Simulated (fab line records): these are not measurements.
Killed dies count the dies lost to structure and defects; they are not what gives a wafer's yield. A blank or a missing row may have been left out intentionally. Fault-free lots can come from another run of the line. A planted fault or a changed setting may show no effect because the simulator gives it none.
Lot-split experiment + flow sky130 + route with 708 steps; 5 lots, 23 wafers read

## SPLIT DETAILS
At SKY_LI_CONTACT_HDPCVD_00 (deposits PSG, target thk 930 nm, time 155 s), the setting time_s was moved away from the recipe's 155 s on 6 of the 23 wafers read, by -14.6% to +11.7%. This setting was run at the recipe's value on the other wafers.

Between the split and the reading, the file records no step.

## THE READING
Values of LI_CONTACT_HDPCVD_THK in nm from SKY_LI_CONTACT_THK_MEAS_01. A value of 929 nm with a standard deviation of 10 nm is what fault-free wafers of this fab line usually give.

| wafer  | tool, chamber at the split | time_s as run, s | against the recipe | LI_CONTACT_HDPCVD_THK, nm | against lot-mates on the recipe |
|--------|----------------------------|------------------|--------------------|---------------------------|---------------------------------|
| L075.1 | hdpcvd-02, 2,0             | 160.9            | +3.8%              | 952                       | +27                             |
| L075.2 | hdpcvd-02, 2,0             | 160.9            | +3.8%              | 951                       | +26                             |
| L075.3 | hdpcvd-02, 1               | 155              | recipe             | 931                       | -                               |
| L075.4 | hdpcvd-02, 0               | 155              | recipe             | 914                       | -                               |
| L075.6 | hdpcvd-02, 1               | 155              | recipe             | 929                       | -                               |
| L078.1 | hdpcvd-02, 1               | 155              | recipe             | 934                       | -                               |
| L078.3 | hdpcvd-02, 0               | 173.2            | +11.7%             | 1024                      | +99                             |
| L078.4 | hdpcvd-02, 0               | 155              | recipe             | 915                       | -                               |
| L078.5 | hdpcvd-02, 2               | 155              | recipe             | 927                       | -                               |
| L078.6 | hdpcvd-02, 1               | 173.2            | +11.7%             | 1043                      | +118                            |
| L079.1 | hdpcvd-02, 2               | 155              | recipe             | 929                       | -                               |
| L079.2 | hdpcvd-02, 0               | 132.4            | -14.6%             | 787                       | -135                            |
| L079.3 | hdpcvd-02, 1               | 132.4            | -14.6%             | 803                       | -119                            |
| L079.4 | hdpcvd-02, 0               | 155              | recipe             | 905                       | -                               |
| L079.5 | hdpcvd-02, 2               | 155              | recipe             | 932                       | -                               |
| L080.1 | hdpcvd-02, 1               | 155              | recipe             | 940                       | -                               |
| L080.4 | hdpcvd-02, 0               | 155              | recipe             | 921                       | -                               |
| L080.5 | hdpcvd-02, 1               | 155              | recipe             | 942                       | -                               |
| L081.1 | hdpcvd-01, 2               | 155              | recipe             | 956                       | -                               |
| L081.2 | hdpcvd-01, 0               | 155              | recipe             | 920                       | -                               |
| L081.4 | hdpcvd-01, 1               | 155              | recipe             | 930                       | -                               |
| L081.5 | hdpcvd-01, 0               | 155              | recipe             | 927                       | -                               |
| L081.6 | hdpcvd-01, 2               | 155              | recipe             | 943                       | -                               |
Rows listing several chambers each stand for several wafers; the file does not say which wafer went through which chamber.

THE FIT
A straight line over all 23 wafers: LI_CONTACT_HDPCVD_THK changes by +8.95 nm for each +1% of time_s; r = +0.98; the points scatter about the line by 12 nm.
The same after taking each lot's own level away (the mean of its wafers on the recipe; 23 wafers): +8.83 nm for each +1%; r = +0.98; scatter 11 nm.
The reading moves by 1.3e+02 nm for the largest change in time_s, on that fit.
Measured against the standard deviation above, the lots' own levels, which go from 922.0 to 935.2 nm, span 1.3 times it.
Hence the lot-to-lot level has little effect on the slope; both slopes agree.
Check: for one of the wafers moved furthest among these (-14.6%), held out of the fit, the line's prediction against its lot-mates is -126 nm. It came out at -135 nm against them.

## ADDITIONAL SPLITS CARRIED BY THESE WAFERS
Other splits were also applied to these wafers ahead of the reading. Each is held against what the fit with the lots' levels taken away leaves over:
| other split on the same wafers | wafers away from the commonest value | r with LI_CONTACT_HDPCVD_THK (lot level and that fit taken away) |
|--------------------------------|--------------------------------------|------------------------------------------------------------------|
| SKY_SD_N_COAT_02 spin_rpm      | 2                                    | -0.36                                                            |
| SKY_SD_N_STRIP_11 o2_flow_sccm | 10                                   | -0.45                                                            |

## THE WHOLE CHAIN: every reading that the file lists as answering this split, in the file's order
| step                       | what it does                                | reading                                                                             | change (the file's fit)              | r (the file's) |
|----------------------------|---------------------------------------------|-------------------------------------------------------------------------------------|--------------------------------------|----------------|
| SKY_LI_CONTACT_HDPCVD_00   | deposits PSG, target thk 930 nm, time 155 s | PSG_of_LI_CONTACT_HDPCVD_00.thk_nm (the simulator's own value, which no gauge read) | +8.85 nm for each +1% of the setting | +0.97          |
| SKY_LI_CONTACT_THK_MEAS_01 |                                             | LI_CONTACT_HDPCVD_THK                                                               | +8.87 for each +1% of the setting    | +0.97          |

## THE FILE'S OWN FIT
LI_CONTACT_HDPCVD_THK changes by +8.87 nm for each +1% of time_s, r = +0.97.
